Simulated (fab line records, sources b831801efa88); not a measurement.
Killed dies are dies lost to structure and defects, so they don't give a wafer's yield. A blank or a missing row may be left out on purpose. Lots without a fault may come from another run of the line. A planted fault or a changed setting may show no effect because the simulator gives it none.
One fault seen from 2 desks | flow sky130 | each desk has only its own numbers; what lay behind them comes last

THE TOOL OWNER'S DESK: implanter-02
The tool's own readings at SKY_NWELL_IMPLANT_12: means of the sampled wafers that have a number, for each lot that ran on this tool. A lot is out of limits, marked OUT, if its mean lies more than 4 standard deviations from the usual mean; the brackets give that distance.
Columns: A = beam_energy_keV at SKY_NWELL_IMPLANT_12, usual 120.00; B = dose_ions_cm2 at SKY_NWELL_IMPLANT_12, usual 1.2999e+12
lot  | first seen here | A                        | B
L227 | day 6 12:53     | 120.02                   | 1.3003e+12
L232 | day 7 17:37     | 105.72 (-99 or more) OUT | 1.2992e+12
L235 | day 8 08:58     | 105.75 (-99 or more) OUT | 1.3004e+12
This desk's finding: out of limits on L232, L235; first on L232, day 7 17:37 (beam_energy_keV at SKY_NWELL_IMPLANT_12). In limits: L227.

THE METROLOGY DESK
What the gauges read, lot by lot, whatever tool the lot ran on: means of the sampled wafers that have a number. A lot is out of limits, marked OUT, if its mean lies more than 4 standard deviations from the usual mean; the brackets give that distance.
Columns: A = PWDE_TW at SKY_PWDE_TW_MEAS_10, usual 374.3; B = NWELL_00_OVL at SKY_NWELL_OVL_MEAS_10, usual 0.1 nm
lot  | first seen here | A     | B
L225 | day 5 07:37     | 376.8 | -3.4
L227 | day 5 17:55     | 374.5 | 1.3
L232 | day 6 21:39     | 375.3 | 1.0
L235 | day 7 12:55     | 375.7 | -0.9
L240 | day 8 18:01     | 374.4 | -0.2
L242 | day 9 06:07     | 373.2 | 1.9
This desk's finding: nothing out of limits on any of the 6 lots.

PUT TOGETHER
The tool owner's desk could have raised an alarm at day 7 17:37, on L232, L235.
The metrology desk saw nothing out of limits.
The metrology desk has L232, L235 on record, within its limits.
Of the lots named, all ran SKY_NWELL_IMPLANT_12 on implanter-02.

WHAT THE SIMULATOR HAD PUT IN
Process parameter drift: implanter-02, from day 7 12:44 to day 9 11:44, at SKY_NWELL_IMPLANT_12. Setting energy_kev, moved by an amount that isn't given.
Lots struck among those shown: L232, L235.
Hours from the fault's start to each desk's first reading out of limits: the tool owner's desk, 5.
